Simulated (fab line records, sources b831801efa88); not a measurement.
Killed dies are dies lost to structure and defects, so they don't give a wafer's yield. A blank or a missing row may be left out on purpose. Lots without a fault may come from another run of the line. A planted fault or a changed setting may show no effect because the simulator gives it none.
Problem report in the 8D (eight disciplines) form, filled by code | flow sfq_line | the parts of the form that need people (team, actions taken, sign-off) are left out

1. THE PROBLEM
rf_fwd_power_W at SFQ_TRILAYER_I4_VIA_BARC_OPEN_VIA_ETCH_146 reads a mean of 690.5 W on 2 wafers of 2 lots; wafers without a fault read 493.9 W with a standard deviation of 2.1. That is +94 standard deviations from the usual mean.
The step: etches BARC in O2, target depth 125 nm, time 41.7 s.
First seen on wafer L352.3, day 63 08:34, on rie_diel-03. The record holds 42 wafers of 14 lots with a number at this step. Rule for "out", or "out of limits": more than 4 standard deviations from the usual mean. The other wafers with a number count as sound.

2. WHAT IT IS AND WHAT IT IS NOT
question                    | is                | is not
which readings at this step | rf_fwd_power_W    | drypump_motor_current_A, oes_product_au
which lots                  | L352, L353        | L345, L346, L347, L355, L358, L360, L361, L362, L363, L364, L365, L367
which wafers of those lots  | L352.3, L353.2    | L352.4, L352.5, L353.1, L353.3
read on which tools         | rie_diel-03       | rie_diel-01, rie_diel-04
when                        | from day 63 08:34 | up to then (11 sound wafers); but 29 sound wafers of L353, L355, L358, L360, L361, L362, L363, L364, L365, L367 came after

3. SUSPECTS, AND WHAT RULES EACH OUT
Counting: a tool at a process step up to the reading stays a suspect if it ran every lot that is out. Sound lots after the first of them don't rule it out here, since some wafers of a struck lot are sound.
- rie_diel-03 at SFQ_TRILAYER_I4_VIA_BARC_OPEN_VIA_ETCH_146 (etches BARC in O2, target depth 125 nm, time 41.7 s): kept. It ran every lot that is out, first L352 (day 63 08:34); its last sound lot up to then is L346 (day 60 17:37). Its own readings are out on those wafers: rf_fwd_power_W.
- Within rie_diel-03 at SFQ_TRILAYER_I4_VIA_BARC_OPEN_VIA_ETCH_146: the wafers that are out ran in chamber 1; their sound lot-mates ran in chambers 0, 3.
Left after counting: rie_diel-03 at SFQ_TRILAYER_I4_VIA_BARC_OPEN_VIA_ETCH_146.

4. THE CAUSE (what the simulator had put in)
Process parameter drift: rie_diel-03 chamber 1, from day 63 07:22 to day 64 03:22, at SFQ_TRILAYER_I4_VIA_BARC_OPEN_VIA_ETCH_146. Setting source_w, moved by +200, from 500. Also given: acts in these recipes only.
Counting left only this tool.

5. THE CHAIN OF EFFECTS, in route order
Each row: a reading whose mean over the struck wafers that have a number lies more than 3 standard deviations from the usual. Only readings for which the record gives a usual standard deviation are gone through. hours: the time from each lot's start at the first step in this table that gives one to its start at this step, as a median over the lots. sigmas: the change in usual standard deviations.
hours | step                                       | reading        | usual   | on struck wafers | change | sigmas
0     | SFQ_TRILAYER_I4_VIA_BARC_OPEN_VIA_ETCH_146 | rf_fwd_power_W | 493.9 W | 690.5            | +196.6 | +94
The process steps in it:
- SFQ_TRILAYER_I4_VIA_BARC_OPEN_VIA_ETCH_146: etches BARC in O2, target depth 125 nm, time 41.7 s.

6. WHAT WOULD HAVE CAUGHT IT SOONER
In this record the first reading out of limits was taken at day 63 08:34, 1 hour after the fault began at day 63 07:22.
